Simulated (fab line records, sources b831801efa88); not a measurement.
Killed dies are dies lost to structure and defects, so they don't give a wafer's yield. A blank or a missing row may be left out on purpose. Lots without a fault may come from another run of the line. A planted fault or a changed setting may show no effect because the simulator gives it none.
One fault seen from 2 desks | flow sky130 | each desk has only its own numbers; what lay behind them comes last

THE METROLOGY DESK
What the gauges read, lot by lot, whatever tool the lot ran on: means of the sampled wafers that have a number. A lot is out of limits, marked OUT, if its mean lies more than 4 standard deviations from the usual mean; the brackets give that distance.
Columns: A = cd_nm at SKY_FIELD_ISO_CD_MEAS_13, usual 149.6 nm; B = SONOS_ONO_OXIDATION_THK at SKY_SONOS_ONO_THK_MEAS_01, usual 2.60 nm; C = PASSIVATION_CVD_00_THK at SKY_PASSIVATION_THK_MEAS_01, usual 89.8 nm
lot  | first seen here | A     | B    | C
L172 | day 2 03:58     | 149.0 | 2.68 | 90.4
L173 | day 2 11:53     | 149.6 | 2.67 | 90.1
L174 | day 2 16:14     | 149.2 | 2.67 | 88.6
L175 | day 2 23:33     | 150.0 | 2.53 | 91.1
L176 | day 3 01:14     | 147.6 | 2.50 | 89.2
L177 | day 3 06:49     | 151.1 | 2.63 | 89.8
L178 | day 3 11:58     | 150.5 | 2.52 | 90.5
L181 | day 4 04:35     | 149.9 | 2.62 | 89.4
L186 | day 5 06:46     | 149.7 | 2.67 | 88.1
L187 | day 5 12:07     | 150.8 | 2.62 | 89.9
L192 | day 6 12:14     | 149.7 | 2.60 | 90.3
L194 | day 7 01:29     | 150.4 | 2.60 | 89.8
L195 | day 7 06:08     | 150.8 | 2.58 | 89.8
This desk's finding: nothing out of limits on any of the 13 lots.

THE TOOL OWNER'S DESK: rie_si-02
The tool's own readings at SKY_FIELD_ISO_ETCH_17 (etches Si in HBr/Cl2/O2, target depth 342 nm, time 97.7 s): means of the sampled wafers that have a number, for each lot that ran on this tool. A lot is out of limits, marked OUT, if its mean lies more than 4 standard deviations from the usual mean; the brackets give that distance.
Columns: A = drypump_motor_current_A at SKY_FIELD_ISO_ETCH_17, usual 5.8 A; B = oes_product_au at SKY_FIELD_ISO_ETCH_17, usual 0.993 a.u.; C = run_length_s at SKY_FIELD_ISO_ETCH_17, usual 125.8 s; D = throttle_valve_pct at SKY_FIELD_ISO_ETCH_17, usual 25.660 %
lot  | first seen here | A   | B     | C     | D
L174 | day 2 16:33     | 6.0 | 1.000 | 126.3 | 25.661
L175 | day 2 23:50     | 6.0 | 1.000 | 125.7 | 25.657
L177 | day 3 07:08     | 6.4 | 0.999 | 125.5 | 25.664
L181 | day 4 04:53     | 5.5 | 1.002 | 126.1 | 25.665
L186 | day 5 07:05     | 6.0 | 1.007 | 127.0 | 25.651
L187 | day 5 12:26     | 6.0 | 0.994 | 126.9 | 25.656
This desk's finding: nothing out of limits on any of the 6 lots.

PUT TOGETHER
The metrology desk saw nothing out of limits.
The tool owner's desk saw nothing out of limits.

WHAT THE SIMULATOR HAD PUT IN
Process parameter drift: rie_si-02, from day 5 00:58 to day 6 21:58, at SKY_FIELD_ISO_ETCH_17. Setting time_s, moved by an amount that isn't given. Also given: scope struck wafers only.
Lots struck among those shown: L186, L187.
